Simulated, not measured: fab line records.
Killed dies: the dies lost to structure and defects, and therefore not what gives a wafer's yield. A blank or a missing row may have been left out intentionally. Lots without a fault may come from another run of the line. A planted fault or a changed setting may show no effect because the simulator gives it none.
The tool behind it: which one? + flow gf180mcu + 39 wafers from 13 lots sampled at 4 of the route's 602 steps

## WHAT THE GAUGES READ, wafer by wafer
GF_HV_LDD_CD_MEAS_46: the cd target is 400 nm.
| lot  | measured     | on        | cd nm (nm)        |
|------|--------------|-----------|-------------------|
| L320 | day 12 09:04 | cd sem-02 | 395.4 395.1 398.8 |
| L321 | day 12 14:49 | cd sem-02 | 395.3 399.1 396.5 |
| L322 | day 12 19:17 | cd sem-01 | 401.2 403.2 404.5 |
| L323 | day 13 08:38 | cd sem-01 | 397.0 395.1 396.8 |
| L324 | day 13 18:01 | cd sem-01 | 399.5 394.3 399.5 |
| L325 | day 14 06:18 | cd sem-02 | 400.6 403.1 403.7 |
| L327 | day 14 14:11 | cd sem-01 | 403.9 403.6 405.1 |
| L328 | day 15 01:29 | cd sem-02 | 403.0 402.3 403.4 |
| L329 | day 15 10:38 | cd sem-02 | 401.1 399.3 398.8 |
| L338 | day 18 07:56 | cd sem-02 | 428.3 429.8 429.3 |
| L339 | day 18 16:47 | cd sem-01 | 425.2 423.4 425.2 |
| L341 | day 19 09:09 | cd sem-02 | 398.4 399.3 400.5 |
| L342 | day 19 15:59 | cd sem-01 | 406.5 405.1 401.1 |

GF_HV_LDD_TW_MEAS_50.
| lot  | measured     | on            | HV_LDD_4_TW |
|------|--------------|---------------|-------------|
| L320 | day 12 09:27 | film metro-03 | 564 566 566 |
| L321 | day 12 15:12 | film metro-02 | 574 569 573 |
| L322 | day 12 19:41 | film metro-02 | 574 572 570 |
| L323 | day 13 09:02 | film metro-02 | 569 567 567 |
| L324 | day 13 18:24 | film metro-03 | 564 564 564 |
| L325 | day 14 06:40 | film metro-03 | 564 565 567 |
| L327 | day 14 14:36 | film metro-02 | 573 573 574 |
| L328 | day 15 01:53 | film metro-03 | 564 565 565 |
| L329 | day 15 11:01 | film metro-02 | 568 570 570 |
| L338 | day 18 08:20 | film metro-03 | 560 566 561 |
| L339 | day 18 17:10 | film metro-03 | 562 562 562 |
| L341 | day 19 09:33 | film metro-03 | 561 559 559 |
| L342 | day 19 16:23 | film metro-03 | 562 562 561 |

GF_SAB_CD_MEAS_09: the cd target is 420 nm.
| lot  | measured     | on        | cd nm (nm)        |
|------|--------------|-----------|-------------------|
| L320 | day 15 01:32 | cd sem-01 | 421.7 418.8 419.7 |
| L321 | day 15 09:22 | cd sem-02 | 421.0 418.5 419.2 |
| L322 | day 15 12:31 | cd sem-02 | 417.8 419.0 416.7 |
| L323 | day 16 05:58 | cd sem-02 | 422.6 422.7 420.4 |
| L324 | day 16 14:58 | cd sem-02 | 421.2 419.0 420.8 |
| L325 | day 17 04:20 | cd sem-02 | 418.6 416.3 416.9 |
| L327 | day 17 13:29 | cd sem-01 | 421.4 422.5 418.2 |
| L328 | day 18 02:56 | cd sem-01 | 417.2 414.3 417.1 |
| L329 | day 18 15:49 | cd sem-02 | 416.2 417.5 415.3 |
| L338 | day 21 11:59 | cd sem-02 | 421.5 421.8 421.3 |
| L339 | day 21 21:35 | cd sem-02 | 420.6 422.2 418.5 |
| L341 | day 22 14:51 | cd sem-01 | 422.0 422.6 419.7 |
| L342 | day 22 19:50 | cd sem-01 | 420.3 421.2 417.3 |

## WHAT TOOL EACH LOT RAN ON (gives the tool, then ch and the chambers of the sampled wafers, and finally the start)
| lot  | GF_HV_LDD_EXPOSE_43                 |
|------|-------------------------------------|
| L320 | iline stepper-01 ch 0, day 11 23:07 |
| L321 | iline stepper-02 ch 0, day 12 05:11 |
| L322 | iline stepper-02 ch 0, day 12 09:56 |
| L323 | iline stepper-01 ch 0, day 12 22:16 |
| L324 | iline stepper-02 ch 0, day 13 08:11 |
| L325 | iline stepper-02 ch 0, day 13 20:06 |
| L327 | iline stepper-02 ch 0, day 14 04:22 |
| L328 | iline stepper-01 ch 0, day 14 14:55 |
| L329 | iline stepper-01 ch 0, day 14 23:56 |
| L338 | iline stepper-01 ch 0, day 17 19:44 |
| L339 | iline stepper-01 ch 0, day 18 05:11 |
| L341 | iline stepper-02 ch 0, day 18 21:32 |
| L342 | iline stepper-02 ch 0, day 19 04:08 |
- GF_HV_LDD_EXPOSE_43: exposes mask Pplus HV AREA, target cd 400 nm.

## WHAT THE TOOLS THEMSELVES READ (means of the sampled wafers that have a number; where no wafer has one, the mark that the record gives instead)
GF_HV_LDD_EXPOSE_43.
| lot  | tool             | exposure dose mJ cm2 |
|------|------------------|----------------------|
| L320 | iline stepper-01 | 140.04               |
| L321 | iline stepper-02 | 140.02               |
| L322 | iline stepper-02 | 139.84               |
| L323 | iline stepper-01 | 139.89               |
| L324 | iline stepper-02 | 140.04               |
| L325 | iline stepper-02 | 139.89               |
| L327 | iline stepper-02 | 139.86               |
| L328 | iline stepper-01 | 139.93               |
| L329 | iline stepper-01 | 140.06               |
| L338 | iline stepper-01 | 154.74               |
| L339 | iline stepper-01 | 154.84               |
| L341 | iline stepper-02 | 140.02               |
| L342 | iline stepper-02 | 140.04               |

## THE ANSWER, worked out from the rows above alone
Rule: what is usual is taken from the lots themselves. Put in order of their means at a reading, lots are off if they are a third of the lots or fewer, leave a main group of 4 or more, and stand apart from it by a gap of 3 or more times the standard deviation of the main group's means; of several such gaps the widest counts. The tables above print the reading to a certain number of digits; a main group whose means all agree to those digits is not used. Also off: a lot with no number at a reading for which 4 or more lots have one. All remaining lots with rows at the step are treated as sound. After the gauges, taken in route order, come the tools' own readings; for these a lot's mean is taken, as printed above. The first step at which some lot is off is used, and at that step the reading that is off furthest; a lot without a number counts as furthest.
Off: L338, L339 (GF_HV_LDD_CD_MEAS_46, cd nm). For the main group the mean is 400.3 nm and the standard deviation 3.
If a tool, at a process step before that reading, ran all the lots that are off and no sound lot after the first of them, it fits. Not tried: the gauges at GF_HV_LDD_CD_MEAS_46; whatever is off there is also off at GF_HV_LDD_EXPOSE_43, on other tools, and gauge error can't account for it. One candidate fits, namely iline stepper-01 at GF_HV_LDD_EXPOSE_43. A fault onset in the window from L329 (day 14 23:56, its last sound lot) to L338 (day 17 19:44, its first lot off) fits.
The tool's own readings at GF_HV_LDD_EXPOSE_43 bear it out: on the lots that are off they differ by more than 5 times the standard deviation of the sound lots' means. exposure dose mJ cm2 reads 154.79 there against 139.97 on the sound lots.

## WHAT WAS PUT IN BY THE SIMULATOR
Process parameters drifting: iline stepper-01 at GF_HV_LDD_EXPOSE_43, beginning at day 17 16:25. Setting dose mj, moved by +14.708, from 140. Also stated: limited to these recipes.
Struck lots among those shown: L338, L339. The rule given above showed the same thing.
